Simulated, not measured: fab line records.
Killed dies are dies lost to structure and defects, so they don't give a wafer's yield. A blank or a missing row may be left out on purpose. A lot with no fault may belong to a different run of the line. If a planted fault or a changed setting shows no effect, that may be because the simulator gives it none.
fab line records ; flow gf180mcu ; part 2 of 2: steps 25 to 32 of 32
record: lots: 5; wafers: 15; last_day: 33
route steps=602 shown HV_LDD@208 NSD@235
lots that met no fault: taken from a fault-free run of the same line
start_h: the number of hours between the record's first day and the start of the first shown wafer of the lot ; wait_h: time in hours since the lot's previous step ; " identical to the entry in the row above ; L1.1+2: a row that stands for several wafers ; - no value, or no start was given ; * or withheld: withheld ; < > ~ a bound
route shown NAME@n: NAME is a module with steps in the file, n the number in the route of the first one ; usual: average and standard deviation across the fault-free wafers ; same: alike in all rows ; chamber/n: place in a boat ; sites: readings site by site ; _std_site: standard deviation of those values ; _edge_site: the outer-site mean with the inner-site mean subtracted ; radius_mm: for every site, how far away it sits from the centre of the wafer ; mask NAME#n: copy n ; behind: the tool/chamber that last shaped the wafer ; hold: cause of the lot's hold/its duration in hours/its outcome ; device: whichever transistor did not switch (one of n, p or np) ; end of line: the tests these same wafers got at the end of their route ; for a step that has no rows: nothing shown but its recipe ; killed: dies that structure and defects cost at the first sort, which is not the same as the wafer's yield ; map: the dies of a wafer, with x for killed, . for not killed, _ for no die there
set.NAME: the setting that was run; set.NAME@STEP: the one run at that earlier step ; model.NAME: the simulator's own value behind a step, which no gauge read
lots at some steps of the route; a table a step, a row a wafer
services: when a tool's chamber went out of use (start_h, in hours from the record's first day, below 0 if earlier), for how many hours, and the reason
== steps ==
step: GF_HV_LDD_CVD_56
recipe: material: Si3N4; precursor: DCS/NH3; target_thk_nm: 90; temp_c: 770; time_s: 1543; pressure_mtorr: 250
usual: spike_tc_centre_C: 770.0/1.3
lot.wafer;tool;chamber;start_h;wait_h;spike_tc_centre_C
L076.1;lpcvd-02;1;291.29;0.1;770.3
L076.5;lpcvd-02;1;291.29;0.1;769.9
L076.6;lpcvd-02;1;291.29;0.1;769.9
L078.2;lpcvd-01;0;308.23;0.0;769.5
L078.3;lpcvd-01;0;308.23;0.0;770.4
L078.6;lpcvd-01;0;308.23;0.0;770.9
L083.2;lpcvd-02;1;344.73;0.0;770.7
L083.5;lpcvd-02;1;344.73;0.0;769.5
L083.6;lpcvd-02;1;344.73;0.0;771.9
L085.1;lpcvd-02;1;363.56;0.1;767.7
L085.2;lpcvd-02;1;363.56;0.1;771.1
L085.4;lpcvd-02;1;363.56;0.1;770.9
L094.3;lpcvd-02;1;431.45;0.2;771.4
L094.4;lpcvd-02;1;431.45;0.2;770.1
L094.5;lpcvd-02;1;431.45;0.2;768.7
step: GF_HV_LDD_THK_MEAS_57
recipe: reads: Si3N4_of_HV_LDD_CVD_56
usual: HV_LDD_CVD_56_THK: 89.6/0.74
lot.wafer;tool;chamber;start_h;wait_h;HV_LDD_CVD_56_THK[nm]
L076.1;film_metro-02;-;292.72;0.0;88.9
L076.5;film_metro-02;-;292.72;0.0;89.4
L076.6;film_metro-02;-;292.72;0.0;89.6
L078.2;film_metro-01;-;310.38;0.0;90.2
L078.3;film_metro-01;-;310.38;0.0;90.7
L078.6;film_metro-01;-;310.38;0.0;89.8
L083.2;film_metro-02;-;346.17;0.0;89.4
L083.5;film_metro-02;-;346.17;0.0;89.4
L083.6;film_metro-02;-;346.17;0.0;89.4
L085.1;film_metro-03;-;365.70;0.0;89.4
L085.2;film_metro-03;-;365.70;0.0;89.3
L085.4;film_metro-03;-;365.70;0.0;88.5
L094.3;film_metro-02;-;432.90;0.0;88.0
L094.4;film_metro-02;-;432.90;0.0;89.6
L094.5;film_metro-02;-;432.90;0.0;89.1
step: GF_HV_LDD_ETCHBACK_58
recipe: chemistry: CH3F/O2; target: Si3N4; stop_on: SiO2; source_w: 400; bias_w: 80; pressure_mtorr: 25; ch3f_flow_sccm: 40; O2_flow_sccm: 30; time_s: 100; target_depth_a: 900
usual: bias_w: 79.97/0.25; ch3f_flow_sccm: 40.00/0.13; drypump_motor_current_A: 5.9/0.57; oes_product_au: 0.840/0.0064; throttle_valve_pct: 10.561/0.008
lot.wafer;tool;chamber;start_h;wait_h;bias_w;ch3f_flow_sccm;drypump_motor_current_A;oes_product_au;rf_hours_counter_h;throttle_valve_pct
L076.1;rie_diel-02;3;292.78;0.1;79.90;39.96;6.5;0.836;93;10.565
L076.5;rie_diel-02;2;292.78;0.1;79.88;40.03;5.2;0.837;-;10.572
L076.6;rie_diel-02;3;292.78;0.1;79.75;39.81;6.5;0.840;-;10.560
L078.2;rie_diel-02;0;310.43;0.0;80.00;39.76;5.6;0.856;71;10.563
L078.3;rie_diel-02;2;310.43;0.0;80.02;40.14;5.2;0.846;71;10.570
L078.6;rie_diel-02;0;310.43;0.0;80.31;40.02;5.6;0.849;-;10.575
L083.2;rie_diel-01;1;346.22;0.0;79.85;40.11;5.7;0.833;3;10.555
L083.5;rie_diel-01;1;346.22;0.0;80.31;40.02;5.7;0.842;-;10.547
L083.6;rie_diel-01;3;346.22;0.0;80.39;39.80;6.8;0.839;-;10.555
L085.1;rie_diel-01;1;365.76;0.1;79.99;40.19;5.7;0.839;3;10.551
L085.2;rie_diel-01;2;365.76;0.1;80.24;39.70;6.4;0.843;13;10.567
L085.4;rie_diel-01;0;365.76;0.1;80.11;39.86;6.2;0.827;0;10.565
L094.3;rie_diel-04;3;432.94;0.0;80.00;40.20;4.7;0.838;44;10.565
L094.4;rie_diel-04;3;432.94;0.0;79.96;40.17;4.7;0.838;-;10.556
L094.5;rie_diel-04;0;432.94;0.0;79.96;39.89;5.5;0.827;-;10.555
step: GF_NSD_DEHYDRATE_00
recipe: temp_c: 200; time_s: 60
usual: heater_power_total_W: 160.37/0.11; resist_line_temp_C: 23.01/0.11
lot.wafer;tool;chamber;start_h;wait_h;heater_power_total_W;resist_line_temp_C
L076.1;litho_track-01;0;302.51;9.7;160.57;23.01
L076.5;litho_track-01;0;302.51;9.7;160.19;23.06
L076.6;litho_track-01;0;302.51;9.7;160.45;22.87
L078.2;litho_track-02;0;319.87;9.4;160.53;23.20
L078.3;litho_track-02;0;319.87;9.4;160.36;23.27
L078.6;litho_track-02;0;319.87;9.4;160.37;23.24
L083.2;litho_track-02;0;356.32;10.1;160.38;23.05
L083.5;litho_track-02;0;356.32;10.1;160.47;23.12
L083.6;litho_track-02;0;356.32;10.1;160.43;23.13
L085.1;litho_track-01;0;376.10;10.3;160.42;23.17
L085.2;litho_track-01;0;376.10;10.3;160.34;22.94
L085.4;litho_track-01;0;376.10;10.3;160.40;22.94
L094.3;litho_track-02;0;444.54;11.6;160.37;23.01
L094.4;litho_track-02;0;444.54;11.6;160.38;23.06
L094.5;litho_track-02;0;444.54;11.6;160.34;22.98
step: GF_NSD_HMDS_01
recipe: prime_time_s: 60; prime_temp_c: 120
usual: resist_line_temp_C: 23.00/0.097
lot.wafer;tool;chamber;start_h;wait_h;resist_line_temp_C
L076.1;litho_track-01;0;302.66;0.1;22.99
L076.5;litho_track-01;0;302.66;0.1;22.98
L076.6;litho_track-01;0;302.66;0.1;22.87
L078.2;litho_track-02;0;320.02;0.1;22.90
L078.3;litho_track-02;0;320.02;0.1;22.90
L078.6;litho_track-02;0;320.02;0.1;23.08
L083.2;litho_track-02;0;356.47;0.1;23.07
L083.5;litho_track-02;0;356.47;0.1;23.13
L083.6;litho_track-02;0;356.47;0.1;22.96
L085.1;litho_track-01;0;376.25;0.1;23.02
L085.2;litho_track-01;0;376.25;0.1;23.05
L085.4;litho_track-01;0;376.25;0.1;23.01
L094.3;litho_track-02;0;444.69;0.1;22.96
L094.4;litho_track-02;0;444.69;0.1;23.17
L094.5;litho_track-02;0;444.69;0.1;23.03
step: GF_NSD_COAT_02
recipe: resist: NOVOLAK; spin_rpm: 3000; resist_thk_nm: 1000
usual: resist_line_temp_C: 22.99/0.11
lot.wafer;tool;chamber;start_h;wait_h;resist_line_temp_C
L076.1;litho_track-01;0;302.81;0.1;22.99
L076.5;litho_track-01;0;302.81;0.1;22.84
L076.6;litho_track-01;0;302.81;0.1;23.00
L078.2;litho_track-02;0;320.17;0.1;22.99
L078.3;litho_track-02;0;320.17;0.1;23.09
L078.6;litho_track-02;0;320.17;0.1;22.94
L083.2;litho_track-02;0;356.62;0.1;23.04
L083.5;litho_track-02;0;356.62;0.1;23.05
L083.6;litho_track-02;0;356.62;0.1;23.04
L085.1;litho_track-01;0;376.40;0.1;23.04
L085.2;litho_track-01;0;376.40;0.1;22.91
L085.4;litho_track-01;0;376.40;0.1;22.95
L094.3;litho_track-02;0;444.84;0.1;22.89
L094.4;litho_track-02;0;444.84;0.1;22.95
L094.5;litho_track-02;0;444.84;0.1;22.97
step: GF_NSD_SOFTBAKE_03
recipe: temp_c: 90; time_s: 60; resist: NOVOLAK
usual: heater_power_total_W: 56.59/0.044; resist_line_temp_C: 23.00/0.1
lot.wafer;tool;chamber;start_h;wait_h;heater_power_total_W;resist_line_temp_C
L076.1;litho_track-01;0;302.96;0.1;56.62;22.95
L076.5;litho_track-01;0;302.96;0.1;56.61;23.05
L076.6;litho_track-01;0;302.96;0.1;56.57;22.91
L078.2;litho_track-02;0;320.32;0.1;56.51;23.03
L078.3;litho_track-02;0;320.32;0.1;56.54;23.10
L078.6;litho_track-02;0;320.32;0.1;56.62;23.06
L083.2;litho_track-02;0;356.77;0.1;56.56;23.04
L083.5;litho_track-02;0;356.77;0.1;56.57;23.00
L083.6;litho_track-02;0;356.77;0.1;56.65;22.98
L085.1;litho_track-01;0;376.55;0.1;56.59;23.22
L085.2;litho_track-01;0;376.55;0.1;56.58;23.19
L085.4;litho_track-01;0;376.55;0.1;56.55;23.11
L094.3;litho_track-02;0;444.99;0.1;56.54;22.96
L094.4;litho_track-02;0;444.99;0.1;56.67;22.88
L094.5;litho_track-02;0;444.99;0.1;56.61;22.97
step: GF_NSD_EXPOSE_04
recipe: mask_id: Nplus; target_cd_nm: 400; na: 0.6; source_shape: conventional; sigma_outer: 0.6; dose_mj: 140
same: sigma_outer: 0.6
lot.wafer;tool;chamber;start_h;wait_h;mask
L076.1+5+6;iline_stepper-01;0;-;-;Nplus#0
L078.2+3+6;iline_stepper-02;0;-;-;Nplus#0
L083.2+5+6;iline_stepper-02;0;-;-;Nplus#0
L085.1+2+4;iline_stepper-02;0;-;-;Nplus#0
L094.3+4+5;iline_stepper-02;0;-;-;Nplus#0
== services ==
tool;chamber;start_h;hours;kind
implanter-01;-;254.66;2.1;repair
rie_diel-04;3;258.54;13.3;repair
rie_diel-01;1;285.91;10.9;repair
rie_diel-04;-;293.85;28.1;pm
rie_diel-02;2;298.48;7.1;repair
implanter-01;-;304.71;1.7;repair
iline_stepper-01;-;308.18;1.7;pm
lpcvd-02;-;312.25;0.3;repair
rie_diel-01;0;312.74;2.6;repair
rie_diel-01;-;317.79;0.7;repair
iline_stepper-01;-;330.32;2.1;pm
rie_diel-04;0;341.32;7.5;repair
rie_diel-01;2;342.49;5.4;repair
implanter-01;-;362.30;15.3;pm
iline_stepper-02;-;362.56;1.7;pm
rie_diel-01;3;366.21;5.5;repair
lpcvd-01;-;367.50;6.1;pm
iline_stepper-01;-;376.87;1.3;repair
implanter-04;-;390.22;3.2;repair
iline_stepper-01;-;394.43;2.8;repair
iline_stepper-02;-;409.15;1.3;repair
implanter-01;-;414.11;66.5;pm
rie_diel-02;3;416.42;19.9;repair
rie_diel-01;3;438.59;13.3;repair
